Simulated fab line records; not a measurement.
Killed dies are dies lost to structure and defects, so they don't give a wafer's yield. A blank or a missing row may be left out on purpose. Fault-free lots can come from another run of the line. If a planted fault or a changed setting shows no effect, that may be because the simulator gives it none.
Matching of chambers | flow gf180mcu | cmp-01 running GF_V3_CMP_26: 4 sister chambers
The step polishes, stops on SiO2, t overpolish 15 s, target thk 0 nm. 14 wafers are shown with their chamber, then 7 later ones without.

## WAFERS WITH THEIR CHAMBER
wafer  | chamber | motor_current_A (A) | time_to_endpoint_s (s) | slurry_filter_dp_kPa (kPa)
L461.1 | 2       | 11.2                | 85                     | 13.46
L461.3 | 3       | 9.9                 | 83                     | 13.62
L461.5 | 3       | 9.6                 | 81                     | 13.39
L462.1 | 3       | 9.6                 | 81                     | 13.43
L462.3 | 2       | 10.8                | 85                     | 13.34
L462.4 | 0       | 11.7                | 80                     | 13.62
L464.3 | 1       | 12.3                | 76                     | 13.38
L464.4 | 3       | 9.7                 | 78                     | 13.44
L464.5 | 2       | 11.1                | 82                     | 13.34
L468.1 | 2       | 11.4                | 85                     | 13.41
L468.3 | 0       | 12.0                | 85                     | 13.55
L468.6 | 2       | 11.4                | 86                     | 13.44
L470.2 | 3       | 9.3                 | 80                     | 13.43
L470.5 | 2       | 10.9                | 82                     | 13.21

SIGNATURES (averages over the wafers above)
reading              | chamber 0 | chamber 1 | chamber 2 | chamber 3 | scatter within a chamber
motor_current_A      | 11.850    | 12.300    | 11.133    | 9.620     | 0.234
time_to_endpoint_s   | 82.50     | 76.00     | 84.17     | 80.60     | 2.01
slurry_filter_dp_kPa | 13.5850   | 13.3800   | 13.3667   | 13.4620   | 0.0878
Rule: a wafer lies at a distance from a chamber equal to the root of the sum of squares, over the readings, of (its reading less the chamber's mean, divided by the reading's scatter). If the next closest chamber is less than 2 further off than the closest, the wafer can't be placed; otherwise it belongs to the closest. The scatter: take each reading less its chamber's mean, square it, sum over the shown wafers, divide by the number of wafers less the number of chambers, and take the root.

## WAFERS WHOSE CHAMBER IS MISSING
wafer  | motor_current_A (A) | time_to_endpoint_s (s) | slurry_filter_dp_kPa (kPa)
L470.6 | 12.1                | 82                     | 13.44
L481.1 | 10.2                | 86                     | 13.52
L481.3 | 12.1                | 83                     | 13.74
L481.6 | 9.4                 | 83                     | 13.71
L483.4 | 11.5                | 90                     | 13.57
L483.5 | 9.8                 | 86                     | 13.53
L483.6 | 12.3                | 87                     | 13.53

## CHAMBER TAKEN BY EACH
wafer  | from the rows above     | in truth
L470.6 | can't be placed: 0 or 1 | 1
L481.1 | can't be placed: 3 or 2 | 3
L481.3 | 0                       | 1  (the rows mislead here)
L481.6 | 3                       | 3
L483.4 | can't be placed: 0 or 2 | 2
L483.5 | 3                       | 3
L483.6 | 0                       | 0
Placed correctly: 3 of 7. Cannot be placed on the basis of these rows: 3; the candidates contain the true chamber in 3. Number placed wrongly: 1.
